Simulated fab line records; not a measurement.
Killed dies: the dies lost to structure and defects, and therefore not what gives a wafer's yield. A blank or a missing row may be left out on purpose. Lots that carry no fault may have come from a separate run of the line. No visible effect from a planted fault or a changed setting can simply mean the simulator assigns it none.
The tool behind it: which one? ; flow gf180mcu ; Sampling: 12 lots, 36 wafers, 5 of 602 route steps

WHAT THE GAUGES READ, wafer by wafer
GF_V1_BOW_MEAS_05. Usual: V1_BOW 81 um, standard deviation 8.1.
lot;measured;on;V1_BOW (um);flag
L843;day 17 06:24;filmMetro-02;75 74 76;
L845;day 18 12:35;filmMetro-02;76 73 85;
L847;day 19 07:18;filmMetro-02;77 82 70;
L848;day 19 15:20;filmMetro-01;72 82 71;
L850;day 20 06:40;filmMetro-01;65 78 74;
L851;day 20 11:46;filmMetro-04;83 82 88;
L852;day 20 21:25;filmMetro-04;76 83 91;
L859;day 23 10:46;filmMetro-01;79 70 82;
L860;day 23 21:26;filmMetro-04;87 92 84;
L862;day 24 12:46;filmMetro-02;86 79 91;
L863;day 24 20:05;filmMetro-01;68 78 74;
L864;day 25 00:16;filmMetro-01;72 76 63;

GF_V3_THK_MEAS_01. Usual: V3_CVD_00_THK 601 nm, standard deviation 6.2.
lot;measured;on;V3_CVD_00_THK (nm);flag
L843;day 21 11:45;filmMetro-04;602 600 590;
L845;day 22 18:32;filmMetro-01;592 598 596;
L847;day 23 11:45;filmMetro-02;595 604 593;
L848;day 23 19:58;filmMetro-02;596 592 600;
L850;day 24 10:44;filmMetro-02;599 600 596;
L851;day 24 14:57;filmMetro-02;597 604 906;OFF
L852;day 24 21:37;filmMetro-04;596 590 895;OFF
L859;day 27 06:04;filmMetro-04;612 611 605;
L860;day 27 14:55;filmMetro-04;609 607 608;
L862;day 28 04:34;filmMetro-01;607 605 601;
L863;day 28 11:04;filmMetro-04;607 588 600;
L864;day 28 15:22;filmMetro-02;602 603 615;

WHICH TOOL RAN EACH LOT (tool, then ch and the chambers of the sampled wafers, then the start)
lot;GF_M1_SPUTTER_03;GF_V1_ETCH_16;GF_V3_CVD_00
L843;pvdSputter-03, day 16 06:06;rieDiel-04 ch 0,3, day 18 05:07;hdpcvd-02 ch 0,1,2, day 21 11:41
L845;pvdSputter-04, day 17 11:55;rieDiel-02 ch 0,1,2, day 19 13:19;hdpcvd-02 ch 0,1,2, day 22 18:28
L847;pvdSputter-04, day 18 05:21;rieDiel-04 ch 0,3, day 20 07:47;hdpcvd-02 ch 0,2, day 23 11:40
L848;pvdSputter-04, day 18 13:35;rieDiel-02 ch 0,1,3, day 20 16:11;hdpcvd-02 ch 0,1,2, day 23 19:53
L850;pvdSputter-03, day 19 04:33;rieDiel-01 ch 1,2, day 21 07:11;hdpcvd-02 ch 1,2, day 24 10:37
L851;pvdSputter-03, day 19 09:54;rieDiel-02 ch 0,3, day 21 12:33;hdpcvd-02 ch 0,2, day 24 14:52
L852;pvdSputter-01, day 19 19:52;rieDiel-02 ch 1,3, day 21 20:43;hdpcvd-02 ch 0,2, day 24 21:32
L859;pvdSputter-03, day 22 10:20;rieDiel-02 ch 0,3, day 24 09:11;hdpcvd-01 ch 0,1, day 27 05:59
L860;pvdSputter-01, day 22 21:14;rieDiel-01 ch 2,3, day 24 19:27;hdpcvd-02 ch 0,1,2, day 27 14:51
L862;pvdSputter-04, day 23 13:23;rieDiel-01 ch 0,2,3, day 25 10:38;hdpcvd-02 ch 0,1, day 28 04:30
L863;pvdSputter-01, day 23 20:10;rieDiel-02 ch 0,1, day 25 17:19;hdpcvd-01 ch 0,1,2, day 28 11:00
L864;pvdSputter-01, day 24 00:35;rieDiel-01 ch 0,1,2, day 25 21:37;hdpcvd-02 ch 0,1,2, day 28 15:18
- GF_M1_SPUTTER_03: material Ti, target thk 10 nm, time 6.7 s.
- GF_V1_ETCH_16: etches BARC in N2/H2.
- GF_V3_CVD_00: deposits SiO2, target thk 600 nm, time 100 s.

AS READ BY THE TOOLS THEMSELVES (means over the sampled wafers that have a number; for cases with no such wafer, the mark the record gives instead)
GF_M1_SPUTTER_03. Usual: throttleValvePct at 29.2 %, with a standard deviation of 0.92.
lot;tool;throttleValvePct (%);flag
L843;pvdSputter-03;29.4;
L845;pvdSputter-04;29.3;
L847;pvdSputter-04;29.6;
L848;pvdSputter-04;29.6;
L850;pvdSputter-03;29.4;
L851;pvdSputter-03;30.0;
L852;pvdSputter-01;29.1;
L859;pvdSputter-03;29.0;
L860;pvdSputter-01;28.7;
L862;pvdSputter-04;29.6;
L863;pvdSputter-01;29.4;
L864;pvdSputter-01;29.0;

GF_V1_ETCH_16. Usual: drypumpMotorCurrentA 5.9 A, standard deviation 0.41; oesProductAu 0.853 a.u., standard deviation 0.0046; throttleValvePct 13.224 %, standard deviation 0.0084.
lot;tool;drypumpMotorCurrentA (A);oesProductAu (a.u.);throttleValvePct (%);flag
L843;rieDiel-04;5.4;0.853;13.222;
L845;rieDiel-02;6.0;0.853;13.223;
L847;rieDiel-04;5.7;0.858;13.220;
L848;rieDiel-02;5.9;0.855;13.220;
L850;rieDiel-01;5.5;0.856;13.217;
L851;rieDiel-02;5.8;0.855;13.226;
L852;rieDiel-02;5.8;0.854;13.231;
L859;rieDiel-02;6.0;0.854;13.224;
L860;rieDiel-01;6.2;0.853;13.226;
L862;rieDiel-01;6.3;0.850;13.226;
L863;rieDiel-02;6.1;0.852;13.219;
L864;rieDiel-01;5.8;0.854;13.216;

GF_V3_CVD_00. Usual: pressureMtorr 6.000 mTorr, standard deviation 0.012; sih4FlowSccm 60.00 sccm, standard deviation 0.19.
lot;tool;pressureMtorr (mTorr);sih4FlowSccm (sccm);flag
L843;hdpcvd-02;6.011;60.01;
L845;hdpcvd-02;5.998;59.87;
L847;hdpcvd-02;6.000;60.00;
L848;hdpcvd-02;6.015;59.78;
L850;hdpcvd-02;5.983;59.88;
L851;hdpcvd-02;6.006;70.18;OFF
L852;hdpcvd-02;6.006;70.14;OFF
L859;hdpcvd-01;6.005;60.12;
L860;hdpcvd-02;6.002;59.99;
L862;hdpcvd-02;5.998;59.89;
L863;hdpcvd-01;5.998;60.11;
L864;hdpcvd-02;5.994;59.97;

THE ANSWER, worked out from the rows above alone
Rule: a lot counts as off when the mean over its wafers that have a number is more than 3 standard deviations away from the usual mean. A lot without any number at a reading at which 4 lots or more have one is off too. Where the step has rows for the other lots, those lots are counted as sound. Order of review: gauges by route order, followed by the tools' own readings, for which a lot's mean as printed above is used. At the first step where some lot is off, the reading lying furthest off is the one used; lots without a number count as furthest.
Off: L851, L852, seen at GF_V3_THK_MEAS_01 (V3_CVD_00_THK).
A tool fits if, at a process step before that reading, it ran every lot that is off, and no sound lot after the first of them. Not tried: the gauges at GF_V3_THK_MEAS_01; whatever is off there is also off at GF_V3_CVD_00, on other tools, and gauge error can't account for it. Not one of the candidates tried fits.

WHAT HAD BEEN PUT IN BY THE SIMULATOR
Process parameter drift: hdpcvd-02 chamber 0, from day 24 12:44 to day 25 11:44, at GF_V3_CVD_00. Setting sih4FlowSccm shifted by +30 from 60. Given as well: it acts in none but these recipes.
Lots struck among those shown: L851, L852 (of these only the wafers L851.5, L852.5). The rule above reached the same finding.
